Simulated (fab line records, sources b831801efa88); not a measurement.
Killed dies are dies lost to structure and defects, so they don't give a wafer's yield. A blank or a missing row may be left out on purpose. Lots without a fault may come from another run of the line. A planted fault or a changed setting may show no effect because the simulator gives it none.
Which tool did it? | flow gf180mcu | 12 lots, 36 wafers sampled, at 5 steps of a route of 602

WHAT THE GAUGES READ, wafer by wafer
GF_HV_LDD_TW_MEAS_23. Usual: HV_LDD_2_TW 1053, standard deviation 5.5.
lot  | measured     | on            | HV_LDD_2_TW       | flag
L963 | day 11 01:49 | film_metro-01 | 1040 1055 1044    |
L966 | day 12 01:56 | film_metro-02 | 1057 1057 1053    |
L967 | day 12 12:16 | film_metro-02 | 1049 1051 1053    |
L969 | day 13 05:28 | film_metro-01 | 1047 1044 1046    |
L971 | day 13 16:22 | film_metro-03 | 1050 1057 1059    |
L974 | day 14 15:46 | film_metro-02 | 1053 1052 1061    |
L975 | day 14 22:59 | film_metro-01 | 1041 1046 1049    |
L977 | day 15 10:19 | film_metro-02 | 30 30 30 30 30 30 | OFF
L978 | day 15 22:14 | film_metro-02 | 30 30 30 30 30 30 | OFF
L979 | day 16 04:32 | film_metro-03 | 30 30 30 30 30 30 | OFF
L981 | day 16 17:13 | film_metro-02 | 1059 1064 1055    |
L985 | day 18 01:22 | film_metro-02 | 1055 1056 1056    |

GF_V1_THK_MEAS_01. Usual: V1_CVD_00_THK 601 nm, standard deviation 5.6.
lot  | measured     | on            | V1_CVD_00_THK (nm) | flag
L963 | day 17 10:05 | film_metro-04 | 602 587 599        |
L966 | day 18 16:46 | film_metro-02 | 607 598 604        |
L967 | day 19 05:18 | film_metro-04 | 595 598 596        |
L969 | day 20 06:28 | film_metro-04 | 603 605 607        |
L971 | day 20 17:07 | film_metro-04 | 597 598 604        |
L974 | day 21 19:57 | film_metro-04 | 591 594 597        |
L975 | day 22 01:59 | film_metro-04 | 608 611 603        |
L981 | day 23 23:47 | film_metro-04 | 604 603 604        |
L985 | day 25 06:56 | film_metro-04 | 603 604 608        |

WHICH TOOL RAN EACH LOT (tool, then ch and the chambers of the sampled wafers, then the start)
lot  | GF_HV_LDD_STRIP_10                   | GF_HV_LDD_STRIP_22                   | GF_CONTACT_SPUTTER_22
L963 | plasma_asher-01 ch 0,1, day 10 06:55 | plasma_asher-01 ch 0,1, day 11 01:43 | pvd_sputter-03, day 16 09:58
L966 | plasma_asher-01 ch 0,1, day 11 06:47 | plasma_asher-03 ch 0,1, day 12 01:51 | pvd_sputter-03, day 17 15:40
L967 | plasma_asher-02 ch 0,1, day 11 16:37 | plasma_asher-02 ch 0,1, day 12 12:10 | pvd_sputter-03, day 18 04:11
L969 | plasma_asher-02 ch 0,1, day 12 09:04 | plasma_asher-01 ch 0,1, day 13 05:21 | pvd_sputter-03, day 19 04:04
L971 | plasma_asher-03 ch 0,1, day 12 20:06 | plasma_asher-02 ch 0,1, day 13 16:16 | pvd_sputter-01, day 19 15:02
L974 | plasma_asher-03 ch 1, day 13 18:31   | plasma_asher-03 ch 0,1, day 14 15:40 | pvd_sputter-03, day 20 18:11
L975 | plasma_asher-02 ch 0,1, day 14 01:05 | plasma_asher-01 ch 0,1, day 14 22:54 | pvd_sputter-03, day 21 00:28
L977 | plasma_asher-03 ch 0,1, day 14 12:56 | plasma_asher-03 ch 0,1, day 15 10:14 | -
L978 | plasma_asher-01 ch 0,1, day 15 00:03 | plasma_asher-01 ch 0,1, day 15 22:08 | -
L979 | plasma_asher-01 ch 0, day 15 06:09   | plasma_asher-01 ch 0,1, day 16 04:25 | -
L981 | plasma_asher-01 ch 0,1, day 15 18:57 | plasma_asher-03 ch 0,1, day 16 17:08 | pvd_sputter-01, day 22 22:58
L985 | plasma_asher-03 ch 0,1, day 17 01:07 | plasma_asher-03 ch 0,1, day 18 01:16 | pvd_sputter-03, day 24 06:56
- GF_HV_LDD_STRIP_10: strips in O2/N2.
- GF_HV_LDD_STRIP_22: strips in O2/N2.
- GF_CONTACT_SPUTTER_22: material Ti, target thk 15 nm, time 80.02 s.

WHAT THE TOOLS THEMSELVES READ (means of the sampled wafers that have a number; where no wafer has one, the mark that the record gives instead)
GF_HV_LDD_STRIP_10. Usual: chamber_pressure_mTorr 1500.1 mTorr, standard deviation 1.3; drypump_motor_current_A 5.69 A, standard deviation 0.23; heater_power_w 315 W, standard deviation 18; oes_product_au 0.716 a.u., standard deviation 0.0049; strip_time_to_endpoint_s 12.56 s, standard deviation 0.033.
lot  | tool            | chamber_pressure_mTorr (mTorr) | drypump_motor_current_A (A) | heater_power_w (W) | oes_product_au (a.u.) | strip_time_to_endpoint_s (s) | flag
L963 | plasma_asher-01 | 1499.6                         | 5.80                        | 315                | 0.712                 | 12.52                        |
L966 | plasma_asher-01 | 1499.4                         | 5.82                        | 310                | 0.710                 | 12.59                        |
L967 | plasma_asher-02 | 1500.7                         | 5.77                        | 314                | 0.719                 | 12.56                        |
L969 | plasma_asher-02 | 1499.4                         | 5.78                        | 316                | 0.720                 | 12.57                        |
L971 | plasma_asher-03 | 1500.5                         | 5.61                        | 327                | 0.715                 | 12.57                        |
L974 | plasma_asher-03 | 1500.1                         | 5.35                        | 322                | 0.714                 | 12.55                        |
L975 | plasma_asher-02 | 1501.2                         | 5.93                        | 315                | 0.715                 | 12.57                        |
L977 | plasma_asher-03 | -                              | -                           | -                  | -                     | -                            | OFF
L978 | plasma_asher-01 | -                              | -                           | -                  | -                     | -                            | OFF
L979 | plasma_asher-01 | -                              | -                           | -                  | -                     | -                            | OFF
L981 | plasma_asher-01 | 1501.0                         | 5.82                        | 314                | 0.718                 | 12.57                        |
L985 | plasma_asher-03 | 1499.9                         | 5.63                        | 322                | 0.714                 | 12.58                        |

GF_HV_LDD_STRIP_22. Usual: chamber_pressure_mTorr 1500.0 mTorr, standard deviation 1.5; drypump_motor_current_A 5.72 A, standard deviation 0.22; heater_power_w 307 W, standard deviation 18; oes_product_au 0.694 a.u., standard deviation 0.0047; strip_time_to_endpoint_s 13.28 s, standard deviation 0.036.
lot  | tool            | chamber_pressure_mTorr (mTorr) | drypump_motor_current_A (A) | heater_power_w (W) | oes_product_au (a.u.) | strip_time_to_endpoint_s (s) | flag
L963 | plasma_asher-01 | 1501.2                         | 5.81                        | 308                | 0.696                 | 13.26                        |
L966 | plasma_asher-03 | 1500.1                         | 5.47                        | 319                | 0.693                 | 13.29                        |
L967 | plasma_asher-02 | 1501.2                         | 5.94                        | 304                | 0.696                 | 13.29                        |
L969 | plasma_asher-01 | 1501.3                         | 5.82                        | 307                | 0.694                 | 13.30                        |
L971 | plasma_asher-02 | 1500.0                         | 5.92                        | 310                | 0.697                 | 13.27                        |
L974 | plasma_asher-03 | 1500.1                         | 5.63                        | 320                | 0.691                 | 13.29                        |
L975 | plasma_asher-01 | 1500.9                         | 5.81                        | 310                | 0.691                 | 13.29                        |
L977 | plasma_asher-03 | 1499.9                         | 5.63                        | 322                | 0.694                 | 28.93                        | OFF
L978 | plasma_asher-01 | 1502.3                         | 5.68                        | 291                | 0.695                 | 28.94                        | OFF
L979 | plasma_asher-01 | 1501.9                         | 5.68                        | 288                | 0.697                 | 28.79                        | OFF
L981 | plasma_asher-03 | 1499.7                         | 5.61                        | 322                | 0.692                 | 13.27                        |
L985 | plasma_asher-03 | 1500.4                         | 5.64                        | 318                | 0.691                 | 13.25                        |

GF_CONTACT_SPUTTER_22. Usual: throttle_valve_pct 30.2 %, standard deviation 0.88.
lot  | tool           | throttle_valve_pct (%) | flag
L963 | pvd_sputter-03 | 30.3                   |
L966 | pvd_sputter-03 | 30.7                   |
L967 | pvd_sputter-03 | 30.7                   |
L969 | pvd_sputter-03 | 30.6                   |
L971 | pvd_sputter-01 | 29.9                   |
L974 | pvd_sputter-03 | 30.6                   |
L975 | pvd_sputter-03 | 30.2                   |
L981 | pvd_sputter-01 | 30.3                   |
L985 | pvd_sputter-03 | 30.0                   |

THE ANSWER, worked out from the rows above alone
Rule: a lot is off if the mean of its wafers that have a number lies more than 3 standard deviations from the usual mean. A lot without any number at a reading at which 4 lots or more have one is off too. The other lots that the step has rows for count as sound. The gauges are gone through in route order, then the tools' own readings, and for those a lot's mean is taken as printed above. The first step at which some lot is off is used, and at that step the reading that is off furthest; a lot without a number counts as furthest.
Off: L977, L978, L979, at GF_HV_LDD_TW_MEAS_23 (HV_LDD_2_TW).
A tool fits if, at a process step before that reading, it ran every lot that is off, and no sound lot after the first of them. The gauges at GF_HV_LDD_TW_MEAS_23 aren't tried: what is off there is off at GF_HV_LDD_STRIP_10 too, on other tools, and a gauge's error can't cause that. None of those tried fits.

WHAT THE SIMULATOR HAD PUT IN
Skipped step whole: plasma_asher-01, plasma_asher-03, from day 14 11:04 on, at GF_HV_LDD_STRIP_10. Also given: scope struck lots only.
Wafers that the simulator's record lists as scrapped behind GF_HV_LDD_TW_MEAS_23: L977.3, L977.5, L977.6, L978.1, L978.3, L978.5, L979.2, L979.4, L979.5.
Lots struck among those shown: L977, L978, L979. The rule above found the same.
